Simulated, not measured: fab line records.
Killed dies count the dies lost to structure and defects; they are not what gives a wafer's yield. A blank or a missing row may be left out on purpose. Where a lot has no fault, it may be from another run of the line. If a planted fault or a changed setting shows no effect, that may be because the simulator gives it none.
Which tool is to blame? ; flow gf180mcu ; 12 lots with 36 wafers sampled at 6 steps, on a route of 602 steps

== WHAT THE GAUGES SHOWED, per wafer ==
GF_PSD_RS_MEAS_14: measures by four-point-probe.
lot;measured;on;NSD_RS (ohm/sq)
L802;day 15 01:17;film-metro-01;46.31 46.22 46.00
L803;day 15 11:58;film-metro-02;46.22 46.11 46.16
L804;day 15 17:22;film-metro-02;46.06 45.90 45.94
L810;day 17 19:49;film-metro-03;43.80 43.75 43.78 43.73 43.71 43.70
L812;day 18 13:39;film-metro-01;43.66 43.62 43.64 43.62 43.56 43.75
L815;day 19 19:14;film-metro-01;46.01 46.07 46.11
L816;day 19 23:29;film-metro-02;45.97 45.99 46.08
L818;day 20 14:46;film-metro-02;46.02 45.99 46.00
L819;day 20 22:10;film-metro-02;46.22 45.99 46.03
L821;day 21 09:35;film-metro-03;46.08 46.07 46.12
L822;day 21 17:47;film-metro-03;46.11 45.91 45.99
L823;day 22 05:34;film-metro-03;46.04 46.05 46.01

GF_PSD_RS_MEAS_15: measures by four-point-probe.
lot;measured;on;PSD_RS (ohm/sq)
L802;day 15 01:25;film-metro-01;108.74 108.77 108.50
L803;day 15 12:05;film-metro-02;108.82 108.60 108.83
L804;day 15 17:29;film-metro-02;108.13 108.46 108.33
L810;day 17 22:29;film-metro-03;101.37 101.23 101.16
L812;day 18 19:29;film-metro-01;100.82 100.94 101.08 100.82 101.29 100.91
L815;day 19 19:22;film-metro-01;108.42 108.43 108.52
L816;day 19 23:37;film-metro-02;108.36 108.35 108.61
L818;day 20 14:53;film-metro-02;108.53 108.23 108.18
L819;day 20 22:17;film-metro-02;108.50 107.89 107.88
L821;day 21 09:43;film-metro-03;108.11 108.23 108.33
L822;day 21 17:54;film-metro-03;108.50 107.99 108.47
L823;day 22 05:41;film-metro-03;108.54 108.42 108.46

GF_M4_THK_MEAS_06: measures by xrf.
lot;measured;on;M4_ALCU_THK (nm)
L802;day 23 08:10;film-metro-02;452 445 449
L803;day 23 19:25;film-metro-02;444 451 444
L804;day 24 01:43;film-metro-04;457 450 452
L810;day 26 00:41;film-metro-04;448 452 455
L812;day 26 17:26;film-metro-04;438 436 438
L815;day 27 15:34;film-metro-04;438 438 443
L816;day 27 21:34;film-metro-03;437 447 438
L818;day 28 09:40;film-metro-04;435 438 433
L819;day 28 16:06;film-metro-04;449 446 447
L821;day 29 02:19;film-metro-03;442 444 443
L822;day 29 08:40;film-metro-02;445 446 447
L823;day 29 19:41;film-metro-03;448 448 450

== WHICH TOOL RAN EACH LOT (tool, then ch and the chambers of the sampled wafers, then the start) ==
lot;GF_VT_IMPLANT_RTA_45;GF_HV_LDD_STRIP_10;GF_PSD_RTA_13
L802;rtp-anneal-02 ch 0, day 8 05:44;plasma-asher-04 ch 0,1, day 10 18:50;rtp-anneal-01 ch 0, day 15 01:12
L803;rtp-anneal-02 ch 0, day 8 09:40;plasma-asher-03 ch 0,1, day 11 03:01;rtp-anneal-02 ch 0, day 15 11:53
L804;rtp-anneal-01 ch 0, day 8 17:07;plasma-asher-04 ch 0,1, day 11 08:34;rtp-anneal-01 ch 0, day 15 17:17
L810;rtp-anneal-01 ch 0, day 10 07:16;plasma-asher-04 ch 0,1, day 13 02:14;rtp-anneal-01 ch 0, day 17 19:44
L812;rtp-anneal-01 ch 0, day 11 00:43;plasma-asher-04 ch 0,1, day 13 17:44;rtp-anneal-01 ch 0, day 18 13:34
L815;rtp-anneal-01 ch 0, day 12 01:31;plasma-asher-03 ch 0,1, day 14 20:01;rtp-anneal-02 ch 0, day 19 19:09
L816;rtp-anneal-02 ch 0, day 12 01:37;plasma-asher-04 ch 0,1, day 14 23:02;rtp-anneal-02 ch 0, day 19 23:09
L818;rtp-anneal-01 ch 0, day 12 16:29;plasma-asher-01 ch 0,1, day 15 15:04;rtp-anneal-01 ch 0, day 20 14:40
L819;rtp-anneal-01 ch 0, day 12 22:07;plasma-asher-01 ch 0,1, day 15 18:52;rtp-anneal-01 ch 0, day 20 22:05
L821;rtp-anneal-01 ch 0, day 13 07:25;plasma-asher-03 ch 0,1, day 16 06:16;rtp-anneal-01 ch 0, day 21 09:29
L822;rtp-anneal-01 ch 0, day 13 14:29;plasma-asher-04 ch 0,1, day 16 14:34;rtp-anneal-02 ch 0, day 21 17:41
L823;rtp-anneal-02 ch 0, day 13 22:32;plasma-asher-04 ch 0,1, day 17 01:19;rtp-anneal-01 ch 0, day 22 05:29
- GF_VT_IMPLANT_RTA_45: time 30 s.
- GF_HV_LDD_STRIP_10: strips in O2/N2.
- GF_PSD_RTA_13: time 20 s.

== AS READ BY THE TOOLS THEMSELVES (means over the sampled wafers that have a number; for cases with no such wafer, the mark the record gives instead) ==
GF_VT_IMPLANT_RTA_45.
lot;tool;lamp-power-pct (%);wafer_temp_C_max
L802;rtp-anneal-02;30;1055.3
L803;rtp-anneal-02;30;1055.8
L804;rtp-anneal-01;44;1056.5
L810;rtp-anneal-01;44;1055.5
L812;rtp-anneal-01;44;1055.8
L815;rtp-anneal-01;44;1056.5
L816;rtp-anneal-02;30;1055.2
L818;rtp-anneal-01;44;1056.9
L819;rtp-anneal-01;44;1057.6
L821;rtp-anneal-01;44;1057.2
L822;rtp-anneal-01;44;1056.6
L823;rtp-anneal-02;30;1054.0

GF_HV_LDD_STRIP_10.
lot;tool;drypump-motor-current-A (A);heater-power-w (W);oes-product-au (a.u.);strip-time-to-endpoint-s (s)
L802;plasma-asher-04;5.9;330;0.714;12.65
L803;plasma-asher-03;5.4;348;0.719;12.61
L804;plasma-asher-04;5.9;331;0.716;12.68
L810;plasma-asher-04;5.8;332;0.718;12.64
L812;plasma-asher-04;5.5;315;0.718;12.67
L815;plasma-asher-03;5.9;331;0.714;12.58
L816;plasma-asher-04;5.9;323;0.710;12.62
L818;plasma-asher-01;5.8;311;0.718;12.60
L819;plasma-asher-01;5.8;313;0.714;12.57
L821;plasma-asher-03;5.4;346;0.721;12.65
L822;plasma-asher-04;5.9;325;0.713;12.64
L823;plasma-asher-04;5.5;316;0.713;12.61

GF_PSD_RTA_13.
lot;tool;lamp-power-pct (%);wafer_temp_C_max
L802;rtp-anneal-01;42;1030.7
L803;rtp-anneal-02;29;1029.3
L804;rtp-anneal-01;42;1031.4
L810;rtp-anneal-01;44;1030.7
L812;rtp-anneal-01;44;1031.6
L815;rtp-anneal-02;29;1029.7
L816;rtp-anneal-02;29;1030.8
L818;rtp-anneal-01;42;1031.8
L819;rtp-anneal-01;42;1031.0
L821;rtp-anneal-01;42;1031.4
L822;rtp-anneal-02;29;1030.5
L823;rtp-anneal-01;42;1031.4

== THE ANSWER, worked out from the rows above alone ==
Rule: usual is defined by the lots themselves. Put in order of their means at a reading, lots are off if they are a third of the lots or fewer, leave a main group of 4 or more, and stand apart from it by a gap of 3 or more times the standard deviation of the main group's means; of several such gaps the widest counts. A main group whose means are all the same, to the digits that the tables above print for the reading, isn't used. Also off: a lot with no number at a reading for which 4 or more lots have one. Any other lot the step has rows for is counted as sound. After the gauges, taken in route order, come the tools' own readings; for these a lot's mean is taken, as printed above. At the first step where some lot is off, the reading lying furthest off is the one used; lots without a number count as furthest.
Off: L810, L812, at GF_PSD_RS_MEAS_14 (NSD_RS). For the main group the mean is 46.06 ohm/sq and the standard deviation 0.066.
A tool fits if, at a process step before that reading, it ran every lot that is off, and no sound lot after the first of them. The gauges at GF_PSD_RS_MEAS_14 are tried like those tools. Not one of the candidates tried fits.

== WHAT THE SIMULATOR HAD INSERTED ==
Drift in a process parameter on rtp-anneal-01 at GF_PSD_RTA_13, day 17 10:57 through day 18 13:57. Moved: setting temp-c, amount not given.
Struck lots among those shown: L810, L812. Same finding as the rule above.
